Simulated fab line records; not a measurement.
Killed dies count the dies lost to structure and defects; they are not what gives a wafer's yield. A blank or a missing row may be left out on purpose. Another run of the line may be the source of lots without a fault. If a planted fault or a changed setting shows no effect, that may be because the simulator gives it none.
8D (eight disciplines) problem report, filled in by code + flow sfq line + the parts of the form that need people (team, actions taken, sign-off) are left out

## 1. PROBLEM STATEMENT
run length s at SFQ_TRILAYER_I2_VIA_BARC_OPEN_VIA_ETCH_096 reads a mean of 73.5 s on 2 wafers of 2 lots; wafers without a fault read 69.9 s with a standard deviation of 0.49. That is +7.3 standard deviations from the usual mean.
The step: etches BARC in O2, target depth 125 nm, time 41.7 s.
First seen on wafer L877.4, day 41 11:25, on rie diel-01. The record has a number at this step for 18 wafers belonging to 6 lots. By rule, "out" or "out of limits" means more than 4 standard deviations away from the usual mean. The rest of the wafers with a number are treated as sound.

## 2. WHAT IT IS AND WHAT IT IS NOT
| question                    | is                           | is not                                                                         |
|-----------------------------|------------------------------|--------------------------------------------------------------------------------|
| which readings at this step | run length s, oes product au | drypump motor current A                                                        |
| which lots                  | L877, L880                   | L869, L872, L883, L885                                                         |
| which wafers of those lots  | L877.4, L880.6               | L877.2, L877.3, L880.4, L880.5                                                 |
| read on which tools         | rie diel-01                  | rie diel-02                                                                    |
| when                        | from day 41 11:25            | up to then (8 sound wafers); but 8 sound wafers of L880, L883, L885 came after |

## 3. WHAT RULES OUT EACH SUSPECT
Counting: a tool at a process step up to the reading stays a suspect if it ran every lot that is out. Sound lots after the first of them don't rule it out here, since some wafers of a struck lot are sound.
- pecvd-03 at SFQ_TRILAYER_I2_DEP_PECVD_063 (deposits SiO2 from SiH4/N2O, time 111.11 s, target thk 500 nm): kept. It ran every lot that is out, first L877 (day 35 09:40).
- film metro-03 at SFQ_TRILAYER_I2_METRO_MEASURE_065: kept. It ran every lot that is out, first L877 (day 36 03:55).
- rie diel-01 at SFQ_TRILAYER_I2_VIA_BARC_OPEN_VIA_ETCH_096 (etches BARC in O2, target depth 125 nm, time 41.7 s): kept. Ran every lot that is out, first one L877 (day 41 11:25); last sound lot up to then L869 (day 38 11:57). Its own readings are out on those wafers: oes product au, run length s.
- Within rie diel-01 at SFQ_TRILAYER_I2_VIA_BARC_OPEN_VIA_ETCH_096: the wafers that are out ran in chamber 3; their sound lot-mates ran in chambers 0, 2.
pecvd-03 at SFQ_TRILAYER_I2_DEP_PECVD_063, film metro-03 at SFQ_TRILAYER_I2_METRO_MEASURE_065 and rie diel-01 at SFQ_TRILAYER_I2_VIA_BARC_OPEN_VIA_ETCH_096 are what is left after counting.

## 4. THE CAUSE (what the simulator had put in)
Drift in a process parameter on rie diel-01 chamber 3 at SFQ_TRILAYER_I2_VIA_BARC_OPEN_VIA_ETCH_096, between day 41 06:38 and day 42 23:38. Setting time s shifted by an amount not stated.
After counting, 3 suspects remain, this tool included.

## 5. SEQUENCE OF EFFECTS, ordered by route
Each row: a reading where the mean over the struck wafers with a number is more than 3 standard deviations away from the usual. Only readings whose record carries a usual standard deviation are examined. hours: median over the lots of the time between each lot's start at the first step of this table that gives one and its start at this step. sigmas: the change, counted in usual standard deviations.
| hours | step                                       | reading        | usual      | on struck wafers | change | sigmas |
|-------|--------------------------------------------|----------------|------------|------------------|--------|--------|
| 0     | SFQ_TRILAYER_I2_VIA_BARC_OPEN_VIA_ETCH_096 | oes product au | 0.686 a.u. | 0.659            | -0.027 | -5.9   |
| 0     | SFQ_TRILAYER_I2_VIA_BARC_OPEN_VIA_ETCH_096 | run length s   | 69.9 s     | 73.5             | +3.6   | +7.3   |
Process steps it contains:
- SFQ_TRILAYER_I2_VIA_BARC_OPEN_VIA_ETCH_096: etches BARC in O2, target depth 125 nm, time 41.7 s.

## 6. WHAT WOULD HAVE CAUGHT IT SOONER
In this record the first reading out of limits was taken at day 41 11:25, 5 hours after the fault began at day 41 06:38.
